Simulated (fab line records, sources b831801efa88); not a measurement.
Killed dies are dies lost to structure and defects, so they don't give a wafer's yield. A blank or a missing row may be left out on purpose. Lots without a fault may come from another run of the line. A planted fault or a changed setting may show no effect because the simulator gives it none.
Which tool did it? | flow gf180mcu | 6 lots, 18 wafers sampled, at 4 steps of a route of 602

WHAT THE GAUGES READ, wafer by wafer
GF_V2_BOW_MEAS_05.
lot  | measured     | on            | V2_BOW (um)
L221 | day 19 16:19 | film_metro-02 | 100 92 104
L225 | day 20 18:19 | film_metro-02 | 98 97 99
L231 | day 23 07:28 | film_metro-02 | 99 99 96
L239 | day 25 19:38 | film_metro-02 | 98 107 103
L241 | day 27 04:28 | film_metro-02 | 92 93 79
L243 | day 27 18:23 | film_metro-03 | 99 97 87

WHICH TOOL RAN EACH LOT (tool, then ch and the chambers of the sampled wafers, then the start)
lot  | GF_DUAL_GATE_OXIDATION_15     | GF_M2_METAL_ETCH_16               | GF_M2_STRIP_17
L221 | furnace-02 ch 0, day 8 18:59  | rie_metal-01 ch 0,1, day 19 15:06 | plasma_asher-01 ch 0,1, day 19 15:13
L225 | furnace-02 ch 0, day 9 13:23  | rie_metal-02 ch 0,1, day 20 17:04 | plasma_asher-02 ch 0,1, day 20 17:11
L231 | furnace-01 ch 0, day 11 12:46 | rie_metal-02 ch 0,1, day 23 06:15 | plasma_asher-02 ch 0,1, day 23 06:22
L239 | furnace-01 ch 0, day 13 19:59 | rie_metal-04 ch 0,1, day 25 18:25 | plasma_asher-03 ch 0,1, day 25 18:32
L241 | furnace-02 ch 0, day 15 02:19 | rie_metal-02 ch 0,1, day 27 03:14 | plasma_asher-02 ch 0,1, day 27 03:22
L243 | furnace-02 ch 0, day 15 14:50 | rie_metal-02 ch 0,1, day 27 17:09 | plasma_asher-03 ch 0,1, day 27 17:17
- GF_DUAL_GATE_OXIDATION_15: stabilise 600 s, purge 300 s, target thk 7.098 nm.
- GF_M2_METAL_ETCH_16: etches the open film in Cl2/BCl3, stops on SiO2, target depth 750.8 nm, time 125.1 s.
- GF_M2_STRIP_17: strips in O2/N2.

THE ANSWER, worked out from the rows above alone
Rule: what is usual is taken from the lots themselves. Put in order of their means at a reading, lots are off if they are a third of the lots or fewer, leave a main group of 4 or more, and stand apart from it by a gap of 3 or more times the standard deviation of the main group's means; of several such gaps the widest counts. A main group whose means are all the same, to the digits that the tables above print for the reading, isn't used. A lot without any number at a reading at which 4 lots or more have one is off too. The other lots that the step has rows for count as sound.
No lot is off at any reading shown: from this, nothing can be told.

WHAT THE SIMULATOR HAD PUT IN
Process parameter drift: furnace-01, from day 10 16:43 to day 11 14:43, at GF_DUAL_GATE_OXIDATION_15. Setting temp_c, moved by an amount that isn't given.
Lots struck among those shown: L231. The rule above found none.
